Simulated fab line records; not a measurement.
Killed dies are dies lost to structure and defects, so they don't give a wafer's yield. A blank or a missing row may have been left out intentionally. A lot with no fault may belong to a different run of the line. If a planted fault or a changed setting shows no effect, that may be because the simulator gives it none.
A lot that was struck, set against a sound lot -- flow sky130 -- 45 out of 708 route steps
Sound: these wafers, L585.1, L585.5, L585.6. Struck: wafers L594.2, L594.3, L594.4. Last of all comes the cause.
Order at every step that has rows: each side's tool, ch and its chambers, its first start. Under that, the readings that differ: sound wafers -- struck wafers -- difference of the means -- sigmas: that difference in standard deviations of wafers without a fault.
alike: same words and numbers on both sides, and readings whose means sit less than 2 such deviations apart. not compared: any withheld reading, any reading some wafer has no value for, any bound like >300 that may hide the same value, and any number with overlapping values for which the record gives no deviation.
A row with sigmas, a row that says differs or no value, or rows on one side alone: a step with any of these is where the two part. Numbers that have no deviation but don't overlap get no sigmas and don't part them. A reading that every wafer of one side lacks parts them only if that side has two wafers or more.

first, 6 steps without rows for these wafers: SKY_VT_ADJUST_LVTN_HMDS_12 (prime time 60 s); SKY_VT_ADJUST_LVTN_COAT_13 (resist thk 1140 nm); SKY_VT_ADJUST_LVTN_SOFTBAKE_14 (time 60 s); SKY_VT_ADJUST_LVTN_EXPOSE_15 (exposes mask HVN STD DERIVED, target cd 600 nm); SKY_VT_ADJUST_LVTN_PEB_16; SKY_VT_ADJUST_LVTN_DEVELOP_17 (develop time 57.72 s).
SKY_VT_ADJUST_LVTN_OVL_MEAS_18:
  sound on overlay-01, day 8 10:32; struck on overlay-02, day 10 22:28
  alike: VT_ADJUST_LVTN_01_OVL
next, for these wafers, 1 step has no rows: SKY_VT_ADJUST_LVTN_IMPLANT_19.
SKY_VT_ADJUST_LVTN_STRIP_20: strips in O2/N2.
  sound on plasma asher-01 ch 0,1, day 8 10:43; struck on plasma asher-04 ch 0,1, day 10 22:39
reading,sound,struck,difference,sigmas
strip time to endpoint s (s),14.15 14.16 14.12,14.29 14.18 14.20,+0.08,+2
  alike: drypump motor current A, n2 flow sccm, oes product au
  not compared: rf hours counter h
SKY_VT_ADJUST_LVTN_TW_MEAS_21:
  sound on film metro-04, day 8 10:49; struck on film metro-02, day 10 22:46
  alike: VT_ADJUST_LVTN_2_TW
then, 2 steps without rows for these wafers: SKY_VT_ADJUST_NCORE_DEHYDRATE_00 (time 60 s); SKY_VT_ADJUST_NCORE_HMDS_01 (prime time 60 s).
SKY_VT_ADJUST_NCORE_COAT_02: resist thk 1154 nm.
  struck on litho track-01, day 11 10:09; sound on litho track-02 ch 0, day 8 20:41
  no value came back on the struck wafers for chill plate temp C (C), dispense pressure kPa (kPa); on the sound wafers chill plate temp C (C) reads 22.82 22.94 22.92
then, 4 steps without rows for these wafers: SKY_VT_ADJUST_NCORE_SOFTBAKE_03 (time 60 s); SKY_VT_ADJUST_NCORE_EXPOSE_04 (exposes mask LVTN COMPLEMENT THIN, target cd 380 nm); SKY_VT_ADJUST_NCORE_PEB_05; SKY_VT_ADJUST_NCORE_DEVELOP_06 (develop time 60 s).
SKY_VT_ADJUST_NCORE_CD_MEAS_07: the cd target is 380 nm.
  sound on cd sem-01, day 9 07:44; struck on cd sem-02, day 11 22:06
reading,sound,struck,difference,sigmas
cd nm (nm),381.3 381.9 383.4,- - -,no value on the struck wafers,
SKY_VT_ADJUST_NCORE_OVL_MEAS_08:
  sound on overlay-02, day 9 07:51; struck on overlay-02, day 11 22:13
reading,sound,struck,difference,sigmas
VT_ADJUST_NCORE_OVL (nm),-2.5 -1.2 -0.1,- - -,no value on the struck wafers,
next, for these wafers, 1 step has no rows: SKY_VT_ADJUST_NCORE_IMPLANT_09.
SKY_VT_ADJUST_NCORE_STRIP_10: strips in O2/N2.
  sound on plasma asher-03 ch 0,1, day 9 08:02; struck on plasma asher-01 ch 0,1, day 11 22:23
  no value came back on the struck wafers for oes product au (a.u.), strip time to endpoint s (s); on the sound wafers oes product au (a.u.) reads 0.716 0.717 0.718
  alike: drypump motor current A, n2 flow sccm
  not compared: rf hours counter h
SKY_VT_ADJUST_NCORE_TW_MEAS_11:
  sound on film metro-01, day 9 08:08; struck on film metro-03, day 11 22:30
  alike: VT_ADJUST_NCORE_TW
then, 7 steps without rows for these wafers: SKY_VT_ADJUST_HVTR_DEHYDRATE_00 (time 60 s); SKY_VT_ADJUST_HVTR_HMDS_01 (prime time 60 s); SKY_VT_ADJUST_HVTR_COAT_02 (resist thk 1140 nm); SKY_VT_ADJUST_HVTR_SOFTBAKE_03 (time 60 s); SKY_VT_ADJUST_HVTR_EXPOSE_04 (exposes mask HVTRM, target cd 380 nm); SKY_VT_ADJUST_HVTR_PEB_05; SKY_VT_ADJUST_HVTR_DEVELOP_06 (develop time 60 s).
SKY_VT_ADJUST_HVTR_CD_MEAS_07: the cd target is 380 nm.
  sound on cd sem-01, day 10 06:10; struck on cd sem-02, day 12 22:11
  alike: cd nm
SKY_VT_ADJUST_HVTR_OVL_MEAS_08:
  sound on overlay-01, day 10 06:17; struck on overlay-02, day 12 22:17
  alike: VT_ADJUST_HVTR_OVL
next, for these wafers, 1 step has no rows: SKY_VT_ADJUST_HVTR_IMPLANT_09.
SKY_VT_ADJUST_HVTR_STRIP_10: strips in O2/N2.
  sound on plasma asher-01 ch 0,1, day 10 06:29; struck on plasma asher-01 ch 0,1, day 12 22:28
  alike: drypump motor current A, n2 flow sccm, oes product au, strip time to endpoint s
  not compared: rf hours counter h
SKY_VT_ADJUST_HVTR_TW_MEAS_11:
  sound on film metro-01, day 10 06:35; struck on film metro-04, day 12 22:35
reading,sound,struck,difference,sigmas
VT_ADJUST_HVTR_TW,208.8 209.5 209.0,256.2 258.1 260.5,+49.2,+49
then, 7 steps without rows for these wafers: SKY_VT_ADJUST_PCH_DEHYDRATE_00 (time 60 s); SKY_VT_ADJUST_PCH_HMDS_01 (prime time 60 s); SKY_VT_ADJUST_PCH_COAT_02 (resist thk 3000 nm); SKY_VT_ADJUST_PCH_SOFTBAKE_03; SKY_VT_ADJUST_PCH_EXPOSE_04 (exposes mask NWM, target cd 840 nm); SKY_VT_ADJUST_PCH_PEB_05; SKY_VT_ADJUST_PCH_DEVELOP_06 (develop time 60 s).
SKY_VT_ADJUST_PCH_OVL_MEAS_07:
  sound on overlay-02, day 11 04:29; struck on overlay-02, day 13 23:23
  alike: VT_ADJUST_PCH_OVL
SKY_VT_ADJUST_PCH_TW_MEAS_10:
  sound on film metro-04, day 11 04:46; struck on film metro-01, day 13 23:40
reading,sound,struck,difference,sigmas
VT_ADJUST_PCH_TW,140.6 141.6 141.2,229.1 227.7 228.2,+87.2,+94
SKY_SONOS_TUNNEL_TW_MEAS_12:
  sound on film metro-02, day 12 05:05; struck on film metro-02, day 15 02:57
reading,sound,struck,difference,sigmas
SONOS_TUNNEL_TW,194.9 196.2 196.2,252.1 250.6 252.5,+56.0,+56
-- here the record skips 34 days between the struck wafers' starts before and after, leaving off in module SONOS_TUNNEL and picking up in module PAD_OPEN (first step shown: number 708 of the route) --
SKY_PAD_OPEN_PROBE_99:
  sound on prober-02, day 47 07:02; struck on prober-02, day 48 23:40
reading,sound,struck,difference,sigmas
killed at front end,13 9 19,419 415 418,+404,+90
killed dies,84 72 84,492 492 492,+412,+46
killed on rim,15 14 20,96 96 96,+80,+20
  alike: killed_at_M0_to_M3, killed_at_M4_up, killed at contacts, killed at other, killed open, killed short

== WHERE THEY PART ==
At SKY_VT_ADJUST_LVTN_STRIP_20 first; at SKY_PAD_OPEN_PROBE_99 last (within this record only).

WHY: what had been put in by the simulator
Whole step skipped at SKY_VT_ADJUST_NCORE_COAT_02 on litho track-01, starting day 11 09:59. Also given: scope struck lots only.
